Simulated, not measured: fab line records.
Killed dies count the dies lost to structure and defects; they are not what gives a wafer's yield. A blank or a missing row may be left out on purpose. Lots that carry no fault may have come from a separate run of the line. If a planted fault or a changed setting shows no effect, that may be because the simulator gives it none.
A struck lot beside a sound one :: flow gf180mcu :: 19 out of 602 route steps
Sound: wafers L358.1, L358.4, L358.5. Wafers L362.2, L362.3, L362.6 were the ones struck. The cause is named last.
Order at every step that has rows: each side's tool, ch and its chambers, its first start. Under that, the readings that differ: sound wafers :: struck wafers :: difference of the means :: sigmas: that difference in standard deviations of wafers without a fault.
alike: same words and numbers on both sides, and readings whose means sit less than 2 such deviations apart. not compared: any withheld reading, any reading some wafer has no value for, any bound like >300 that may hide the same value, and any number with overlapping values for which the record gives no deviation.
The two part at a step that has a row with sigmas, a row that says differs or no value, or rows on one side only. Numbers that don't overlap but have no deviation are shown without sigmas and don't part them. Lack of a reading on every wafer of one side parts them only where that side has two or more wafers.

first, 3 steps without rows for these wafers: GF_MIM_EXPOSE_16 (exposes mask FuseTop, target cd 2000 nm); GF_MIM_PEB_17; GF_MIM_DEVELOP_18 (develop time 60 s).
GF_MIM_METAL_ETCH_19: etches the open film in Cl2/BCl3, stops on Si3N4, target depth 324.5 nm, time 54.1 s.
  sound on rieMetal-02 ch 0,1, day 26 09:20; struck on rieMetal-04 ch 0, day 27 22:07
  alike: drypumpMotorCurrentA, oesProductAu, throttleValvePct
  not compared: rfHoursCounterH
GF_MIM_STRIP_20: strips in O2/N2.
  sound on plasmaAsher-03 ch 0,1, day 26 09:24; struck on plasmaAsher-03 ch 0,1, day 27 22:11
  alike: drypumpMotorCurrentA, heaterPowerW, oesProductAu, stripTimeToEndpointS
  not compared: rfHoursCounterH
then, 7 steps without rows for these wafers: GF_MIM_STRIP_21 (strips in post etch residue remover, time 1200 s); GF_MIM_CLEAN_22 (cleans in DIW); GF_M5_DEHYDRATE_00 (time 60 s); GF_M5_HMDS_01 (prime time 60 s); GF_M5_COAT_02 (resist thk 1000 nm); GF_M5_SOFTBAKE_03 (time 60 s); GF_M5_EXPOSE_04 (exposes mask Metal5, target cd 280 nm).
GF_M5_PEB_05: peb time 90 s.
  sound on lithoTrack-02 ch 0, day 27 06:22; struck on lithoTrack-04 ch 0, day 28 17:15
  alike: chillPlateTempC, exhaustPa
then, 1 step without rows for these wafers: GF_M5_DEVELOP_06 (develop time 60 s).
GF_M5_CD_MEAS_07: the cd target is 280 nm.
  struck on cdSem-02, day 28 17:35; sound on cdSem-02, day 27 06:43
  alike: cdNm
GF_M5_OVL_MEAS_08:
  struck on overlay-01, day 28 17:41; sound on overlay-01, day 27 06:50
  alike: M5_OVL
GF_M5_ETCH_09: etches Si3N4 in CF4/O2, target depth 52 nm, time 11.6 s.
  sound on rieDiel-02 ch 2,3, day 27 06:53; struck on rieDiel-04 ch 1,2,3, day 28 17:43
  alike: cf4FlowSccm, drypumpMotorCurrentA, oesProductAu, throttleValvePct
  not compared: rfHoursCounterH, model.M5.cdNm
GF_M5_METAL_ETCH_10: etches the open film in Cl2/BCl3, stops on SiO2, target depth 627.5 nm, time 104.6 s.
  sound on rieMetal-02 ch 0, day 27 06:54; struck on rieMetal-01 ch 0,1, day 28 17:44
reading: drypumpMotorCurrentA (A)
sound: 5.2 5.2 5.2
struck: 6.3 6.7 6.3
difference: +1.2
sigmas: +2
  alike: oesProductAu, throttleValvePct
  not compared: rfHoursCounterH
GF_PASSIVATION_PROBE_99:
  sound wafers here have rows in the record (prober-01, day 30 04:08); struck ones have none

== WHERE THEY PART ==
First at GF_M5_METAL_ETCH_10; last, within this record, at GF_PASSIVATION_PROBE_99.

WHY: the cause the simulator had injected
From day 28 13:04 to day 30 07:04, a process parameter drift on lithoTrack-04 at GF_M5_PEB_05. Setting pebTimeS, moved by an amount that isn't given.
